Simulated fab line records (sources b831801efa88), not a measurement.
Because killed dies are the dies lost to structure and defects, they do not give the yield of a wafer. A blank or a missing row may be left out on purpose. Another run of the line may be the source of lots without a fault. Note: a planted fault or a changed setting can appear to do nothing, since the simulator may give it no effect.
Which tool did it? :: flow gf180mcu :: 36 wafers sampled from 12 lots at 1 step of a route of 602

== WHAT EACH GAUGE READ, for each wafer ==
GF_POLY_GATE_OVL_MEAS_11.
lot: L075
measured: day 9 15:47
on: overlay-02
POLY_GATE_OVL (nm): -1 -1 3

lot: L077
measured: day 10 04:10
on: overlay-01
POLY_GATE_OVL (nm): -11 -6 -10

lot: L079
measured: day 10 18:35
on: overlay-01
POLY_GATE_OVL (nm): -4 0 6

lot: L081
measured: day 11 09:32
on: overlay-01
POLY_GATE_OVL (nm): 2 -1 -1

lot: L083
measured: day 11 19:38
on: overlay-01
POLY_GATE_OVL (nm): 4 2 5

lot: L085
measured: day 12 14:22
on: overlay-01
POLY_GATE_OVL (nm): 6 6 -1

lot: L087
measured: day 13 03:43
on: overlay-01
POLY_GATE_OVL (nm): 6 0 -6

lot: L089
measured: day 13 22:13
on: overlay-01
POLY_GATE_OVL (nm): -2 -3 -8

lot: L091
measured: day 14 11:15
on: overlay-01
POLY_GATE_OVL (nm): -3 -10 -10

lot: L093
measured: day 14 21:31
on: overlay-02
POLY_GATE_OVL (nm): 5 1 -7

lot: L095
measured: day 15 12:28
on: overlay-02
POLY_GATE_OVL (nm): -5 -3 3

lot: L097
measured: day 16 04:18
on: overlay-01
POLY_GATE_OVL (nm): -3 7 -2

== WHICH TOOL RAN EACH LOT (tool, then ch and the chambers of the sampled wafers, then the start) ==
The record shows no process step preceding these readings.

== THE ANSWER, worked out from the rows above alone ==
Rule: what is usual is taken from the lots themselves. Put in order of their means at a reading, lots are off if they are a third of the lots or fewer, leave a main group of 4 or more, and stand apart from it by a gap of 3 or more times the standard deviation of the main group's means; of several such gaps the widest counts. A main group is skipped when, at the precision printed for the reading in the tables above, its means are all equal. Also off: a lot with no number at a reading for which 4 or more lots have one. Where the step has rows for the other lots, those lots are counted as sound.
Across all readings shown, no lot is off: no conclusion can be drawn from this.

== WHAT WAS PUT IN BY THE SIMULATOR ==
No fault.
